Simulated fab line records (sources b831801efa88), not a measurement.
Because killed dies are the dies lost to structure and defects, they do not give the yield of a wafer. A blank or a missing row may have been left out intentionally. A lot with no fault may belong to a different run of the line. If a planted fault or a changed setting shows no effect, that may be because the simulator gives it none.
Comparing a struck lot with a sound one ; flow sky130 ; 14 steps out of a route of 708
Sound: the wafers L541.4, L541.5, L541.6. Wafers struck: L552.2, L552.5, L552.6. The cause is given at the end.
At each step with rows: each side's tool, then ch and its chambers, then its first start. Under that, the readings that differ: sound wafers ; struck wafers ; difference of the means ; sigmas: that difference in standard deviations of wafers without a fault.
alike: readings with means less than 2 such deviations apart, plus words and numbers identical on both sides. not compared: withheld readings, readings lacking a value on some wafer, bounds such as >300 that could conceal the same value, and numbers that have no deviation in the record and whose values overlap.
The two part at a step that has a row with sigmas, a row that says differs or no value, or rows on one side only. Non-overlapping numbers with no deviation appear without sigmas and do not part them. A reading missing from all wafers of one side parts the sides only when that side holds two or more wafers.

first, 3 steps without rows for these wafers: SKY_LDD_P_EXPOSE_04 (exposes mask PSDM, target cd 380 nm); SKY_LDD_P_PEB_05; SKY_LDD_P_DEVELOP_06 (develop time 59.08 s).
SKY_LDD_P_CD_MEAS_07 targets a cd of 380 nm.
  sound on cdSem-02 at day 22 19:37; struck on cdSem-02 at day 28 08:53
reading;sound;struck;difference;sigmas
cdNm (nm);382.4 383.5 385.6;378.4 378.8 377.6;-5.6;-2
SKY_LDD_P_OVL_MEAS_08:
  sound on overlay-01 at day 22 19:42; struck on overlay-01 at day 28 08:59
  alike: LDD_P_OVL
then, 1 step without rows for these wafers: SKY_LDD_P_IMPLANT_09.
SKY_LDD_P_STRIP_10: strips in O2/N2.
  sound on plasmaAsher-01 ch 0,1, day 22 19:54; struck on plasmaAsher-04 ch 0,1, day 28 09:10
  alike: drypumpMotorCurrentA, oesProductAu, stripTimeToEndpointS
  not compared: rfHoursCounterH
SKY_LDD_P_TW_MEAS_11:
  sound on filmMetro-01 at day 22 19:59; struck on filmMetro-01 at day 28 09:16
  alike: LDD_P_TW
then, 4 steps without rows for these wafers: SKY_LDD_HVN_DEHYDRATE_00 (time 60 s); SKY_LDD_HVN_HMDS_01 (prime time 60 s); SKY_LDD_HVN_COAT_02 (resist thk 300 nm); SKY_LDD_HVN_SOFTBAKE_03 (time 60 s).
SKY_LDD_HVN_EXPOSE_04: exposes mask HVNTM, target cd 700 nm.
  struck on ilineStepper-02, day 28 23:15; sound on ilineStepper-01 ch 0, day 23 10:59
  no value came back on the struck wafers for exposureDoseMJCm2, focusOffsetNm (nm), reticleTempC (C); on the sound wafers exposureDoseMJCm2 reads 127.11 127.10 127.07
  alike: mask
then, 1 step without rows for these wafers: SKY_LDD_HVN_PEB_05.

## WHERE THEY PART
First at SKY_LDD_P_CD_MEAS_07; last, within this record, at SKY_LDD_HVN_EXPOSE_04.

WHY: what had been put in by the simulator
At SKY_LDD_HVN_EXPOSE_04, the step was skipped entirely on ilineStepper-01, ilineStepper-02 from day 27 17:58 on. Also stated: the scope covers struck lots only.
